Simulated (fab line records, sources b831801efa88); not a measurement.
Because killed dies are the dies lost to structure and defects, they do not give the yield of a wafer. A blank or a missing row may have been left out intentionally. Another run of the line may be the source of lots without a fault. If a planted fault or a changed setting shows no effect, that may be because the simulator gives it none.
Which tool was responsible? | flow sky130 | 14 lots with 42 wafers sampled at 3 steps, on a route of 708 steps

== WHAT THE GAUGES READ, wafer by wafer ==
The record lacks any reading of a measuring or inspecting step that a usual standard deviation could be used to judge.

== WHICH TOOL RAN EACH LOT (tool, then ch and the chambers of the sampled wafers, then the start) ==
lot  | SKY_METAL1_STRIP_20                 | SKY_VIA1_ETCH_14                  | SKY_VIA1_STRIP_16
L382 | plasmaAsher-04 ch 0,1, day 32 00:37 | rieDiel-01 ch 1,2, day 33 05:16   | plasmaAsher-03 ch 0,1, day 33 05:21
L384 | plasmaAsher-01 ch 0,1, day 32 18:53 | rieDiel-02 ch 1,2, day 33 22:29   | plasmaAsher-03 ch 0,1, day 33 22:36
L385 | plasmaAsher-04 ch 0,1, day 33 11:55 | rieDiel-03 ch 0,1,2, day 34 16:47 | plasmaAsher-02 ch 0,1, day 34 16:52
L387 | plasmaAsher-03 ch 0,1, day 33 22:01 | rieDiel-03 ch 1,2, day 35 01:38   | plasmaAsher-01 ch 0,1, day 35 01:43
L392 | plasmaAsher-01 ch 0,1, day 35 15:46 | rieDiel-03 ch 0,2,3, day 36 19:05 | plasmaAsher-01 ch 0,1, day 36 19:12
L393 | plasmaAsher-04 ch 0,1, day 36 03:13 | rieDiel-02 ch 0,2,3, day 37 06:44 | plasmaAsher-03 ch 0,1, day 37 06:49
L394 | plasmaAsher-04 ch 0,1, day 36 06:07 | rieDiel-03 ch 0,1,3, day 37 09:51 | plasmaAsher-02 ch 0,1, day 37 09:56
L395 | plasmaAsher-04 ch 0,1, day 37 08:34 | rieDiel-03 ch 0,1,2, day 38 11:51 | plasmaAsher-03 ch 0,1, day 38 11:56
L398 | plasmaAsher-04 ch 0,1, day 39 00:01 | rieDiel-02 ch 0,1,2, day 40 02:38 | plasmaAsher-02 ch 0,1, day 40 02:44
L399 | plasmaAsher-04 ch 0,1, day 39 01:09 | rieDiel-01 ch 0,1,2, day 40 02:59 | plasmaAsher-03 ch 0,1, day 40 03:05
L401 | plasmaAsher-03 ch 0,1, day 39 12:48 | rieDiel-02 ch 2,3, day 40 14:41   | plasmaAsher-03 ch 0,1, day 40 14:47
L403 | plasmaAsher-01 ch 0,1, day 40 00:58 | rieDiel-01 ch 0,1,2, day 41 03:08 | plasmaAsher-02 ch 0,1, day 41 03:13
L402 | plasmaAsher-04 ch 0,1, day 40 07:35 | rieDiel-03 ch 1,2,3, day 41 09:36 | plasmaAsher-02 ch 0,1, day 41 09:41
L405 | plasmaAsher-01 ch 0, day 40 09:35   | rieDiel-02 ch 0,1,2, day 41 11:59 | plasmaAsher-02 ch 0,1, day 41 12:05
- SKY_METAL1_STRIP_20: strips in O2/N2.
- SKY_VIA1_ETCH_14: etches BARC in N2/H2, stops on SiO2, time 45.9 s, target depth 60 nm.
- SKY_VIA1_STRIP_16: strips in O2/N2.

== AS READ BY THE TOOLS THEMSELVES (means over the sampled wafers that have a number; for cases with no such wafer, the mark the record gives instead) ==
SKY_METAL1_STRIP_20. Usual: chamberPressureMTorr 1499.9 mTorr, standard deviation 1.2; drypumpMotorCurrentA 5.8 A, standard deviation 0.41; o2FlowSccm 3000 sccm, standard deviation 8.8; oesProductAu 0.344 a.u., standard deviation 0.0055; stripTimeToEndpointS 2.71 s, standard deviation 0.057.
lot  | tool           | chamberPressureMTorr (mTorr) | drypumpMotorCurrentA (A) | o2FlowSccm (sccm) | oesProductAu (a.u.) | stripTimeToEndpointS (s) | flag
L382 | plasmaAsher-04 | 1499.6                       | 5.8                      | 3005              | 0.345               | 2.66                     | 
L384 | plasmaAsher-01 | 1499.6                       | 6.2                      | 2992              | 0.347               | 2.75                     | 
L385 | plasmaAsher-04 | 1500.5                       | 5.8                      | 2990              | 0.348               | 2.73                     | 
L387 | plasmaAsher-03 | 1500.9                       | 5.3                      | 3005              | 0.344               | 2.73                     | 
L392 | plasmaAsher-01 | 1499.5                       | 5.9                      | 2997              | 0.349               | 2.77                     | 
L393 | plasmaAsher-04 | 1499.7                       | 5.8                      | 3008              | 0.342               | 2.72                     | 
L394 | plasmaAsher-04 | 1498.3                       | 5.7                      | 3000              | 0.346               | 2.69                     | 
L395 | plasmaAsher-04 | 1500.0                       | 5.8                      | 2989              | 0.346               | 2.75                     | 
L398 | plasmaAsher-04 | 1501.2                       | 5.8                      | 3004              | 0.346               | 2.73                     | 
L399 | plasmaAsher-04 | 1500.5                       | 5.8                      | 3001              | 0.339               | 2.63                     | 
L401 | plasmaAsher-03 | 1500.1                       | 5.4                      | 3001              | 0.344               | 2.67                     | 
L403 | plasmaAsher-01 | 1499.7                       | 5.9                      | 2996              | 0.339               | 2.67                     | 
L402 | plasmaAsher-04 | 1499.3                       | 5.7                      | 2993              | 0.347               | 2.74                     | 
L405 | plasmaAsher-01 | 1500.8                       | 5.6                      | 2993              | 0.337               | 2.66                     | 

SKY_VIA1_ETCH_14. Usual: drypumpMotorCurrentA 5.7 A, standard deviation 0.53; oesProductAu 0.854 a.u., standard deviation 0.0045; throttleValvePct 13.224 %, standard deviation 0.0075.
lot  | tool       | drypumpMotorCurrentA (A) | oesProductAu (a.u.) | throttleValvePct (%) | flag
L382 | rieDiel-01 | 5.0                      | 0.857               | 13.225               | 
L384 | rieDiel-02 | 6.0                      | 0.857               | 13.223               | 
L385 | rieDiel-03 | 6.0                      | 0.853               | 13.222               | 
L387 | rieDiel-03 | 5.6                      | 0.856               | 13.224               | 
L392 | rieDiel-03 | 5.6                      | 0.850               | 13.220               | 
L393 | rieDiel-02 | 6.0                      | 0.852               | 13.226               | 
L394 | rieDiel-03 | 6.0                      | 0.856               | 13.224               | 
L395 | rieDiel-03 | 6.0                      | 0.853               | 13.227               | 
L398 | rieDiel-02 | 6.2                      | 0.855               | 13.221               | 
L399 | rieDiel-01 | 5.2                      | 0.850               | 13.230               | 
L401 | rieDiel-02 | 5.7                      | 0.854               | 13.225               | 
L403 | rieDiel-01 | 5.2                      | 0.859               | 13.224               | 
L402 | rieDiel-03 | 5.6                      | 0.858               | 13.218               | 
L405 | rieDiel-02 | 6.2                      | 0.855               | 13.224               | 

SKY_VIA1_STRIP_16. Usual: chamberPressureMTorr 1500.0 mTorr, standard deviation 1.3; drypumpMotorCurrentA 5.7 A, standard deviation 0.41; o2FlowSccm 3001 sccm, standard deviation 10; oesProductAu 0.416 a.u., standard deviation 0.0047; stripTimeToEndpointS 4.468 s, standard deviation 0.022.
lot  | tool           | chamberPressureMTorr (mTorr) | drypumpMotorCurrentA (A) | o2FlowSccm (sccm) | oesProductAu (a.u.) | stripTimeToEndpointS (s) | flag
L382 | plasmaAsher-03 | 1501.0                       | 5.3                      | 2993              | 0.422               | 4.492                    | 
L384 | plasmaAsher-03 | 1498.9                       | 5.4                      | 3004              | 0.420               | 4.461                    | 
L385 | plasmaAsher-02 | 1501.0                       | 6.0                      | 2999              | 0.410               | 4.449                    | 
L387 | plasmaAsher-01 | 1499.7                       | 6.3                      | 3013              | 0.413               | 4.457                    | 
L392 | plasmaAsher-01 | 1499.7                       | 5.9                      | 3007              | 0.416               | 4.466                    | 
L393 | plasmaAsher-03 | 1499.8                       | 5.4                      | 2993              | 0.422               | 4.487                    | 
L394 | plasmaAsher-02 | 1498.9                       | 6.0                      | 3000              | 0.414               | 4.476                    | 
L395 | plasmaAsher-03 | 1500.8                       | 5.3                      | 2994              | 0.415               | 4.467                    | 
L398 | plasmaAsher-02 | 1500.2                       | 6.1                      | 3007              | 0.412               | 4.421                    | 
L399 | plasmaAsher-03 | 1499.0                       | 5.3                      | 2993              | 0.421               | 4.453                    | 
L401 | plasmaAsher-03 | 1499.2                       | 5.3                      | 2998              | 0.416               | 4.469                    | 
L403 | plasmaAsher-02 | -                            | -                        | -                 | -                   | -                        | OFF
L402 | plasmaAsher-02 | -                            | -                        | -                 | -                   | -                        | OFF
L405 | plasmaAsher-02 | 1500.8                       | 6.0                      | 2993              | 0.419               | 4.491                    | 

== THE ANSWER, worked out from the rows above alone ==
Rule: a lot is off if the mean of its wafers that have a number lies more than 3 standard deviations from the usual mean. A lot without any number at a reading at which 4 lots or more have one is off too. Where the step has rows for the other lots, those lots are counted as sound. First the gauges in route order, then the tools' own readings, where a lot's mean is used as printed above. At the first step where some lot is off, the reading lying furthest off is the one used; lots without a number count as furthest.
Off: L403, L402, at SKY_VIA1_STRIP_16 (chamberPressureMTorr). Without a number there: L403, L402.
If a tool, at that step or one of the process steps before it, ran each lot that is off and ran no sound lot following the first of them, it fits. Not one of the candidates tried fits.

== WHAT WAS PUT IN BY THE SIMULATOR ==
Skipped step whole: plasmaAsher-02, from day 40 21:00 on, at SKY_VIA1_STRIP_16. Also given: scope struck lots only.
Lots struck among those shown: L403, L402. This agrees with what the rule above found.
